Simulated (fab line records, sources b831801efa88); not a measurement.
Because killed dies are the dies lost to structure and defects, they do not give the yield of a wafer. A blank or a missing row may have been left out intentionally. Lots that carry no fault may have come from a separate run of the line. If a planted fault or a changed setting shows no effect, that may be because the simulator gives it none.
fab line records	flow sky130
record lots=12	wafers=36	last_day=50
route steps=708 shown VT_ADJUST_NCORE@129 POLY_GATE@229 LDD_LDN@302 SD_N@346 PAD_OPEN@708
lots that met no fault: taken from a fault-free run of the same line
start_h: hours from the record's first day to the start of the lot's first wafer shown	wait_h: time in hours since the lot's previous step	" unchanged from the row above	L1.1+2: a single row standing in for several wafers	- no value present, or no start provided	* or withheld: withheld	< > ~ a bound
route shown NAME@n: a module of which the file shows steps, and the number in the route of the first	usual: average and standard deviation across the fault-free wafers	same: alike in all rows	chamber/n: place in a boat	sites: each site's reading	_std_site: their standard deviation	_edge_site: outer sites' mean less inner sites'	radius_mm: how far each site lies from the wafer's centre	mask NAME#n: copy n	behind: the tool/chamber that last shaped the wafer	hold: reason for holding the lot/hours on hold/outcome of the hold	device: transistor that didn't switch, given as n, p or np	end of line: the tests these same wafers got at the end of their route	where a step has no rows: the recipe by itself	killed: count of dies lost to structure and defects at first sort (not the wafer's yield)	map: per-die view of a wafer (x killed, . not killed, _ where there is no die)
set.NAME: the run value of the setting; set.NAME@STEP: its run value at that earlier step	model.NAME: the simulator's own value behind a step, which no gauge read
steps of the route over a sample of lots; a table a step, a row a wafer
services: a tool's chamber out of use, with start hour (start_h, from the record's first day; less than 0 if before it), hours out, and reason
## steps
# step SKY_VT_ADJUST_NCORE_STRIP_10
# recipe chemistry=O2/N2	power_w=1400	pressure_mtorr=1500	platen_temp_c=withheld	o2_flow_sccm=3000	n2_flow_sccm=300	overash_fraction=0.5
# usual drypump_motor_current_A=5.7/0.4	n2_flow_sccm=300.0/0.91	oes_product_au=0.716/0.0045	strip_time_to_endpoint_s=14.19/0.043
lot.wafer	tool	chamber	start_h	wait_h	drypump_motor_current_A	n2_flow_sccm	oes_product_au	rf_hours_counter_h	strip_time_to_endpoint_s
L249.2	plasma_asher-01	0	207.55	0.1	5.2	299.7	0.714	9	14.24
L249.3	"	0	"	"	5.2	299.3	0.717	-	14.24
L249.4	"	1	"	"	5.7	300.3	0.715	-	14.25
L250.1	plasma_asher-01	0	215.72	0.1	5.2	299.4	0.718	10	14.14
L250.5	"	1	"	"	5.7	299.9	0.721	-	14.17
L250.6	"	0	"	"	5.2	300.5	0.721	-	14.15
L252.1	plasma_asher-01	0	230.92	0.1	5.2	299.9	0.716	11	14.22
L252.2	"	1	"	"	5.7	299.9	0.712	11	14.19
L252.3	"	1	"	"	5.7	300.0	0.715	-	14.22
L254.1	plasma_asher-02	0	242.78	0.1	5.7	301.5	0.722	56	14.12
L254.2	"	1	"	"	6.1	300.0	0.709	56	14.11
L254.5	"	1	"	"	6.1	299.5	0.716	-	14.14
L259.2	plasma_asher-01	1	275.15	0.1	5.7	299.1	0.714	15	14.20
L259.4	"	0	"	"	5.2	299.9	0.724	-	14.24
L259.6	"	0	"	"	5.2	300.3	0.723	-	14.21
L263.2	plasma_asher-01	0	300.92	0.1	5.2	298.8	0.715	18	14.21
L263.4	"	1	"	"	5.6	299.1	0.712	-	14.20
L263.6	"	0	"	"	5.2	299.6	0.707	-	14.23
L264.1	plasma_asher-01	0	311.68	0.1	5.2	299.4	0.712	19	14.26
L264.3	"	0	"	"	5.2	300.4	0.722	-	14.27
L264.6	"	1	"	"	5.7	299.4	0.720	-	14.25
L265.3	plasma_asher-04	0	312.28	0.1	6.3	299.8	0.717	-	14.20
L265.4	"	1	"	"	5.2	300.4	0.712	-	14.16
L265.5	"	0	"	"	6.3	298.8	0.709	-	14.20
L266.1	plasma_asher-02	1	323.32	0.1	6.1	299.3	0.714	63	14.13
L266.2	"	0	"	"	5.7	301.5	0.716	63	14.15
L266.4	"	1	"	"	6.1	298.8	0.713	-	14.16
L267.2	plasma_asher-02	1	332.10	0.1	6.1	298.7	0.720	64	14.25
L267.3	"	0	"	"	5.7	300.4	0.718	-	14.26
L267.6	"	1	"	"	6.1	299.3	0.714	-	14.27
L268.1	plasma_asher-01	1	336.62	0.1	5.7	298.4	0.712	21	14.19
L268.3	"	1	"	"	5.7	299.6	0.713	-	14.17
L268.5	"	0	"	"	5.2	300.9	0.723	-	14.19
L269.2	plasma_asher-02	0	340.87	0.1	5.7	298.1	0.719	65	14.13
L269.3	"	0	"	"	5.7	298.9	0.718	-	14.17
L269.4	"	1	"	"	6.1	299.7	0.715	-	14.14
# step SKY_POLY_GATE_ETCH_15
# recipe chemistry=N2/H2	target=BARC	ion_energy_ev=200	source_w=500	bias_w=100	pressure_mtorr=30	n2_flow_sccm=100	h2_flow_sccm=200	stop_on=SiO2	time_s=118.5	target_depth_a=1100
# usual drypump_motor_current_A=5.5/0.33	n2_flow_sccm=100.0/0.33	oes_product_au=0.716/0.0041	throttle_valve_pct=13.214/0.0077
lot.wafer	tool	chamber	start_h	wait_h	drypump_motor_current_A	n2_flow_sccm	oes_product_au	rf_hours_counter_h	throttle_valve_pct
L249.2	rie_diel-01	3	402.06	0.0	5.4	100.8	0.723	46	13.223
L249.3	"	2	"	"	6.2	99.6	0.718	7	13.216
L249.4	"	0	"	"	5.8	99.5	0.717	8	13.211
L250.1	rie_diel-01	1	409.16	0.0	5.6	99.7	0.711	9	13.213
L250.5	"	0	"	"	5.9	100.0	0.709	-	13.229
L250.6	"	2	"	"	6.2	99.5	0.713	-	13.212
L252.1	rie_diel-04	1	426.75	0.0	5.2	100.1	0.712	15	13.221
L252.2	"	0	"	"	5.3	99.6	0.719	8	13.208
L252.3	"	3	"	"	5.4	99.7	0.720	3	13.218
L254.1	rie_diel-01	1	444.82	0.0	5.6	100.7	0.717	10	13.226
L254.2	"	0	"	"	5.8	99.6	0.716	9	13.225
L254.5	"	0	"	"	5.8	99.9	0.717	-	13.211
L259.2	rie_diel-04	1	484.11	0.0	5.2	100.7	0.714	17	13.214
L259.4	"	3	"	"	5.4	99.9	0.717	5	13.205
L259.6	"	3	"	"	5.4	100.1	0.712	-	13.210
L263.2	rie_diel-01	3	518.72	0.0	5.4	99.9	0.713	48	13.212
L263.4	"	1	"	"	5.5	100.2	0.717	12	13.209
L263.6	"	0	"	"	5.8	99.9	0.713	-	13.230
L264.1	rie_diel-01	1	530.52	0.0	5.5	99.8	0.719	12	13.215
L264.3	"	0	"	"	5.8	99.7	0.713	10	13.217
L264.6	"	0	"	"	5.9	99.8	0.713	-	13.207
L265.3	rie_diel-04	1	533.45	0.0	5.2	100.2	0.719	18	13.224
L265.4	"	0	"	"	5.3	100.0	0.711	-	13.197
L265.5	"	1	"	"	5.2	100.2	0.710	-	13.215
L266.1	rie_diel-01	0	542.51	0.0	5.8	99.8	0.710	11	13.216
L266.2	"	1	"	"	5.5	99.6	0.721	12	13.225
L266.4	"	2	"	"	6.2	100.0	0.718	10	13.229
L267.2	rie_diel-04	3	557.95	0.0	5.4	100.0	0.715	6	13.227
L267.3	"	2	"	"	5.8	99.2	0.715	0	13.206
L267.6	"	2	"	"	5.8	99.4	0.718	-	13.216
L268.1	rie_diel-04	1	561.55	0.0	5.2	100.0	0.715	18	13.209
L268.3	"	0	"	"	5.3	100.1	0.720	11	13.209
L268.5	"	3	"	"	5.4	100.7	0.714	-	13.227
L269.2	rie_diel-03	1	563.30	0.0	5.4	100.1	0.715	12	13.216
L269.3	"	2	"	"	5.0	100.0	0.715	15	13.206
L269.4	"	3	"	"	6.1	99.6	0.705	36	13.209
# step SKY_LDD_LDN_TW_MEAS_13
# usual LDD_LDN_TW=1479/22
lot.wafer	tool	chamber	start_h	wait_h	LDD_LDN_TW
L249.2	film_metro-03	-	558.84	0.1	1462
L249.3	"	-	"	"	1474
L249.4	"	-	"	"	1464
L250.1	film_metro-03	-	567.20	0.1	1464
L250.5	"	-	"	"	1460
L250.6	"	-	"	"	1465
L252.1	film_metro-03	-	584.56	0.1	1464
L252.2	"	-	"	"	1461
L252.3	"	-	"	"	1462
L254.1	film_metro-03	-	601.28	0.1	1454
L254.2	"	-	"	"	1462
L254.5	"	-	"	"	1465
L259.2	film_metro-03	-	638.09	0.1	1456
L259.4	"	-	"	"	1462
L259.6	"	-	"	"	1460
L263.2	film_metro-03	-	670.91	0.1	1463
L263.4	"	-	"	"	1458
L263.6	"	-	"	"	1455
L264.1	film_metro-02	-	682.13	0.1	1484
L264.3	"	-	"	"	1484
L264.6	"	-	"	"	1485
L265.3	film_metro-03	-	684.58	0.1	1457
L265.4	"	-	"	"	1463
L265.5	"	-	"	"	1460
L266.1	film_metro-02	-	694.36	0.1	1485
L266.2	"	-	"	"	1484
L266.4	"	-	"	"	1491
L267.2	film_metro-03	-	706.89	0.1	1458
L267.3	"	-	"	"	1457
L267.6	"	-	"	"	1458
L268.1	film_metro-04	-	710.29	0.1	1510
L268.3	"	-	"	"	1517
L268.5	"	-	"	"	1510
L269.2	film_metro-02	-	712.36	0.1	1499
L269.3	"	-	"	"	1493
L269.4	"	-	"	"	1491
# step SKY_SD_N_EXPOSE_04
# recipe mask_id=NSDM	na=0.6	source_shape=conventional	sigma_outer=0.6	polarization=unpolarized	target_cd_nm=380	dose_mj=141
# usual exposure_dose_mJ_cm2=140.93/0.13
lot.wafer	tool	chamber	start_h	wait_h	mask	exposure_dose_mJ_cm2
L249.2	iline_stepper-01	0	664.06	-	NSDM#0	140.86
L249.3	"	0	"	"	NSDM#0	141.11
L249.4	"	0	"	"	NSDM#0	141.10
L250.1	iline_stepper-01	0	670.37	-	NSDM#0	140.88
L250.5	"	0	"	"	NSDM#0	140.97
L250.6	"	0	"	"	NSDM#0	140.96
L252.1	iline_stepper-02	0	688.17	-	NSDM#0	141.11
L252.2	"	0	"	"	NSDM#0	140.96
L252.3	"	0	"	"	NSDM#0	141.09
L254.1	iline_stepper-01	0	703.40	-	NSDM#0	141.50
L254.2	"	0	"	"	NSDM#0	141.53
L254.5	"	0	"	"	NSDM#0	141.66
L259.2	iline_stepper-02	0	738.51	-	NSDM#0	141.04
L259.4	"	0	"	"	NSDM#0	141.21
L259.6	"	0	"	"	NSDM#0	141.00
L263.2	iline_stepper-02	0	769.44	-	NSDM#0	140.80
L263.4	"	0	"	"	NSDM#0	141.01
L263.6	"	0	"	"	NSDM#0	140.89
L264.1	iline_stepper-01	0	780.10	-	NSDM#0	141.08
L264.3	"	0	"	"	NSDM#0	141.07
L264.6	"	0	"	"	NSDM#0	140.84
L265.3	iline_stepper-01	0	784.18	-	NSDM#0	140.70
L265.4	"	0	"	"	NSDM#0	140.91
L265.5	"	0	"	"	NSDM#0	140.76
L266.1	iline_stepper-01	0	792.39	-	NSDM#0	141.17
L266.2	"	0	"	"	NSDM#0	141.02
L266.4	"	0	"	"	NSDM#0	141.07
L267.2	iline_stepper-02	0	804.04	-	NSDM#0	140.99
L267.3	"	0	"	"	NSDM#0	140.81
L267.6	"	0	"	"	NSDM#0	141.04
L268.1	iline_stepper-01	0	806.67	-	NSDM#0	140.92
L268.3	"	0	"	"	NSDM#0	140.94
L268.5	"	0	"	"	NSDM#0	140.88
L269.2	iline_stepper-01	0	812.11	-	NSDM#0	141.02
L269.3	"	0	"	"	NSDM#0	140.91
L269.4	"	0	"	"	NSDM#0	140.74
# step SKY_PAD_OPEN_PROBE_99
# usual killed_at_M0_to_M3=43/6.7	killed_at_M4_up=3.2/2.1	killed_at_contacts=25/5.9	killed_at_front_end=16/4.7	killed_at_other=0.3/0.54	killed_dies=87/9.8	killed_open=47/6.7	killed_short=40/6.5
# same gross_dies=492	killed_at_back_side=0
lot.wafer	tool	chamber	start_h	wait_h	killed_at_M0_to_M3	killed_at_M4_up	killed_at_contacts	killed_at_front_end	killed_at_other	killed_dies	killed_open	killed_short
L249.2	prober-02	-	1101.56	0.1	42	5	27	14	0	88	45	43
L249.3	prober-02	-	1101.61	0.2	47	2	26	9	0	84	51	33
L249.4	prober-02	-	1101.66	0.2	40	0	21	18	0	79	48	31
L250.1	prober-02	-	1108.55	0.1	45	3	31	16	0	95	41	54
L250.5	prober-02	-	1108.75	0.2	47	2	21	12	0	82	52	30
L250.6	prober-02	-	1108.80	0.2	37	1	31	14	1	84	50	34
L252.1	prober-02	-	1119.24	0.1	42	7	27	6	0	82	45	36
L252.2	prober-02	-	1119.29	0.1	46	4	21	17	0	88	42	44
L252.3	prober-02	-	1119.34	0.2	63	0	22	14	0	99	60	38
L254.1	prober-02	-	1130.28	0.1	38	6	20	13	1	78	41	36
L254.2	prober-02	-	1130.33	0.1	34	3	32	13	1	83	41	42
# killed by level:class
L249.2 VIA1:geometric_particle:open=12 CONTACT:geometric_particle:open=10 FIELD_ISO:geometric_particle:open=6 CONTACT:geometric_particle:short=6 METAL1:geometric_particle:short=6 VIA1:geometric_particle:short=6 LOCAL_INTERCONNECT:geometric_particle:short=5 VIA2:geometric_particle:open=5
L249.3 VIA1:geometric_particle:open=16 CONTACT:geometric_particle:open=12 VIA2:geometric_particle:open=6 LI_CONTACT:geometric_particle:open=6 FIELD_ISO:geometric_particle:short=5 VIA1:geometric_particle:short=5 METAL2:geometric_particle:short=5 VIA3:geometric_particle:open=4
L249.4 VIA1:geometric_particle:open=10 CONTACT:geometric_particle:open=9 VIA3:geometric_particle:open=9 POLY_GATE:geometric_particle:short=5 POLY_GATE:geometric_particle:open=5 LI_CONTACT:geometric_particle:open=5 METAL2:geometric_particle:short=5 FIELD_ISO:geometric_particle:short=4
L250.1 VIA1:geometric_particle:open=10 METAL1:geometric_particle:short=10 CONTACT:geometric_particle:open=9 CONTACT:geometric_particle:short=7 METAL2:geometric_particle:short=7 VIA2:geometric_particle:open=7 LI_CONTACT:geometric_particle:short=5 LI_CONTACT:geometric_particle:open=5
L250.5 VIA1:geometric_particle:open=13 METAL1:geometric_particle:short=8 VIA3:geometric_particle:open=8 CONTACT:geometric_particle:open=7 VIA2:geometric_particle:open=7 LI_CONTACT:geometric_particle:open=6 CONTACT:geometric_particle:short=5 FIELD_ISO:geometric_particle:open=4
L250.6 LI_CONTACT:geometric_particle:open=9 CONTACT:geometric_particle:open=9 VIA1:geometric_particle:open=8 LOCAL_INTERCONNECT:geometric_particle:short=6 FIELD_ISO:geometric_particle:open=5 VIA2:geometric_particle:open=5 VIA3:geometric_particle:open=5 CONTACT:geometric_particle:short=4
L252.1 LI_CONTACT:geometric_particle:open=13 VIA1:geometric_particle:open=13 VIA3:geometric_particle:open=6 METAL4:geometric_particle:short=6 METAL2:geometric_particle:short=5 CONTACT:geometric_particle:short=5 LI_CONTACT:geometric_particle:short=5 METAL1:geometric_particle:short=5
L252.2 VIA1:geometric_particle:open=10 LI_CONTACT:geometric_particle:open=7 CONTACT:geometric_particle:open=7 METAL1:geometric_particle:short=6 METAL2:geometric_particle:short=6 VIA3:geometric_particle:open=5 VIA1:geometric_particle:short=5 POLY_GATE:geometric_particle:short=4
L252.3 VIA1:geometric_particle:open=15 METAL1:geometric_particle:short=11 VIA2:geometric_particle:open=10 CONTACT:geometric_particle:open=9 VIA3:geometric_particle:open=8 LI_CONTACT:geometric_particle:open=7 METAL2:geometric_particle:short=7 VIA1:geometric_particle:short=5
L254.1 VIA1:geometric_particle:open=9 VIA1:geometric_particle:short=8 FIELD_ISO:geometric_particle:open=5 CONTACT:geometric_particle:open=5 METAL1:geometric_particle:short=5 LOCAL_INTERCONNECT:geometric_particle:short=4 VIA2:geometric_particle:open=4 VIA3:geometric_particle:open=4
L254.2 LI_CONTACT:geometric_particle:open=10 LOCAL_INTERCONNECT:geometric_particle:short=7 CONTACT:geometric_particle:short=7 VIA1:geometric_particle:open=7 CONTACT:geometric_particle:open=6 METAL1:geometric_particle:short=6 POLY_GATE:geometric_particle:open=4 VIA3:geometric_particle:short=4
## services
tool	chamber	start_h	hours	kind
rie_diel-04	-	184.21	0.4	repair
iline_stepper-01	-	208.76	3.0	repair
rie_diel-04	3	265.20	4.8	repair
rie_diel-04	1	324.44	7.7	repair
iline_stepper-01	-	362.17	1.7	pm
rie_diel-01	3	403.77	10.8	repair
rie_diel-04	2	410.95	5.6	repair
rie_diel-01	0	413.78	16.3	repair
iline_stepper-01	-	426.43	1.4	repair
rie_diel-01	3	444.09	7.1	repair
plasma_asher-01	-	462.75	1.9	repair
plasma_asher-01	-	467.02	1.6	repair
plasma_asher-01	-	509.19	3.7	repair
plasma_asher-01	-	545.84	2.5	repair
iline_stepper-01	-	563.19	2.1	pm
iline_stepper-01	-	580.40	1.7	pm
rie_diel-01	1	584.99	3.8	repair
plasma_asher-01	-	622.72	1.8	repair
rie_diel-01	0	678.41	5.6	repair
rie_diel-01	2	687.01	23.9	repair
iline_stepper-01	-	695.33	3.5	repair
plasma_asher-01	-	755.24	1.5	repair
iline_stepper-01	-	761.61	8.9	pm
iline_stepper-01	-	798.53	1.7	pm
## key
first_sign step=SKY_SD_N_EXPOSE_04	reading=exposure_dose_mJ_cm2	direction=up	sigmas=4.7	usual=*	struck=*
effect none on later readings
met_at SKY_SD_N_EXPOSE_04
struck_lots L254
tester_left_out L254
loop_trim step=SKY_SD_N_EXPOSE_04	setting=dose	lots=L254
not_acting_at SKY_VT_ADJUST_NCORE_STRIP_10,SKY_POLY_GATE_ETCH_15,SKY_LDD_LDN_TW_MEAS_13
onset_between 670.37 703.40
fault kind=process_parameter_drift	tool=iline_stepper-01	chamber=-	onset_h=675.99	steps=SKY_SD_N_EXPOSE_04	channel=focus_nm	offset=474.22	spread_by_wafer=0.3	shape=step	end_h=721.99
# tester_left_out: of these lots the tester's yield and bins aren't shown, on N5 and GAA mostly nor the transistor test; their killed dies are dies lost to structure and defects alone, not to doping, threshold or leakage, so they don't give the yield
# loop_trim: a control loop set the setting to another value than it would have without faults
